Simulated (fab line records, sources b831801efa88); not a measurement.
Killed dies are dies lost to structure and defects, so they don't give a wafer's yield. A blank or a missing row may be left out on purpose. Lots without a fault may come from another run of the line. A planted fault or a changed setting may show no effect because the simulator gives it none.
One fault seen from 2 desks | flow sky130 | each desk has only its own numbers; what lay behind them comes last

THE METROLOGY DESK
What the gauges read, lot by lot, whatever tool the lot ran on: means of the sampled wafers that have a number. A lot is out of limits, marked OUT, if its mean lies more than 4 standard deviations from the usual mean; the brackets give that distance.
Columns: A = METAL1_OVL at SKY_METAL1_OVL_MEAS_16, usual 2 nm
lot  | first seen here | A
L576 | day 32 21:00    | 3
L578 | day 33 06:14    | 8
L577 | day 33 08:36    | -1
L580 | day 34 09:15    | 0
L579 | day 34 13:37    | 3
L581 | day 34 21:24    | 5
L582 | day 35 08:16    | 0
L583 | day 35 12:05    | 6
L587 | day 37 01:03    | -1
L590 | day 37 04:20    | -4
L594 | day 38 11:56    | 11
L595 | day 38 16:17    | 2
L596 | day 38 23:04    | 6
L597 | day 39 11:07    | 5
This desk's finding: nothing out of limits on any of the 14 lots.

THE TOOL OWNER'S DESK: litho_track-04
The tool's own readings at SKY_VIA1_PEB_10: means of the sampled wafers that have a number, for each lot that ran on this tool. A lot is out of limits, marked OUT, if its mean lies more than 4 standard deviations from the usual mean; the brackets give that distance.
Columns: A = exhaust_pa at SKY_VIA1_PEB_10, usual 44.9 Pa
lot  | first seen here | A
L576 | day 34 01:00    | 44.0
L579 | day 35 17:00    | 45.7
L581 | day 36 00:00    | 44.0
L595 | day 39 17:00    | 45.4
L596 | day 40 00:00    | 45.6
This desk's finding: nothing out of limits on any of the 5 lots.

PUT TOGETHER
The metrology desk saw nothing out of limits.
The tool owner's desk saw nothing out of limits.

WHAT THE SIMULATOR HAD PUT IN
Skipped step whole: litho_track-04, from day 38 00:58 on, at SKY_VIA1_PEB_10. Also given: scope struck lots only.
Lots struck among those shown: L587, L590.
